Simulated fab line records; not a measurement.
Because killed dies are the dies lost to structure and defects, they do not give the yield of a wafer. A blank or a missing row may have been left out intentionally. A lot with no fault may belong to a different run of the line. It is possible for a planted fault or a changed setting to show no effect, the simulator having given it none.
Chamber matching    flow gf180mcu    GF_V5_CMP_26 on cmp-01 has 4 sister chambers
The step polishes, stops on SiO2, t overpolish 15 s, target thk 0 nm. 22 wafers are shown with their chamber, then 11 later ones without.

## WAFERS, EACH WITH ITS CHAMBER
wafer   chamber  motor current A (A)  edge zone pressure frac  overpolish run s (s)
L743.2  0        12.0                 0.997                    14.996
L743.4  3        9.5                  1.007                    14.986
L743.6  3        9.9                  1.000                    15.007
L745.4  3        10.0                 1.007                    14.991
L745.5  1        11.5                 0.999                    14.990
L745.6  2        11.2                 1.010                    15.003
L748.3  0        12.2                 0.997                    15.012
L748.5  0        11.7                 0.992                    14.993
L748.6  1        10.3                 0.995                    14.995
L747.1  2        11.0                 0.998                    15.006
L747.4  1        10.8                 1.002                    14.998
L747.6  2        11.5                 0.993                    14.987
L750.3  0        12.5                 1.002                    15.005
L750.4  1        10.5                 1.002                    14.997
L750.5  2        11.5                 1.000                    14.994
L757.3  0        11.2                 0.992                    14.998
L757.4  1        10.5                 1.000                    14.992
L757.6  0        11.6                 1.004                    14.991
L760.1  2        11.4                 1.005                    14.998
L760.2  3        9.5                  0.999                    14.982
L760.6  2        11.2                 1.002                    14.999
L759.1  2        11.1                 1.003                    15.010

SIGNATURES (averages over the wafers above)
reading                  chamber 0  chamber 1  chamber 2  chamber 3  scatter within a chamber
motor current A          11.867     10.720     11.271     9.725      0.365
edge zone pressure frac  0.99733    0.99960    1.00157    1.00325    0.00464
overpolish run s         14.99917   14.99440   14.99957   14.99150   0.00773
Rule: a wafer lies at a distance from a chamber equal to the root of the sum of squares, over the readings, of (its reading less the chamber's mean, divided by the reading's scatter). The wafer belongs to the nearest chamber; if the next one is less than 2 further off, it can't be placed. How the scatter is found: for the shown wafers, subtract from each reading the mean of its chamber, square and add these, divide the total by (wafers less chambers), then take the root.

## WAFERS WHOSE CHAMBER IS MISSING
wafer   motor current A (A)  edge zone pressure frac  overpolish run s (s)
L759.2  11.9                 0.994                    14.991
L759.4  10.1                 0.996                    15.003
L762.2  12.2                 0.999                    14.990
L762.3  10.2                 1.001                    14.996
L762.4  9.6                  0.995                    15.008
L761.4  10.5                 0.994                    15.015
L761.5  10.5                 1.001                    14.999
L761.6  12.5                 1.000                    14.994
L764.2  10.5                 1.001                    14.997
L764.3  11.4                 1.006                    14.990
L764.5  10.8                 1.001                    15.010

## CHAMBER TAKEN BY EACH
wafer   from the rows above                in truth
L759.2  can't be placed: 0 or 2            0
L759.4  can't be placed: 1 or 3 or 2       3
L762.2  can't be placed: 0 or 2            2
L762.3  can't be placed: 1 or 3 or 2       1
L762.4  can't be placed: 3 or 1            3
L761.4  can't be placed: 1 or 2 or 3 or 0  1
L761.5  can't be placed: 1 or 2 or 3       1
L761.6  can't be placed: 0 or 2            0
L764.2  can't be placed: 1 or 2 or 3       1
L764.3  can't be placed: 2 or 1 or 0       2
L764.5  can't be placed: 2 or 1 or 0 or 3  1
Placed correctly: 0 of 11. These rows do not allow placing 11 (true chamber among the candidates in 11). Number placed wrongly: 0.
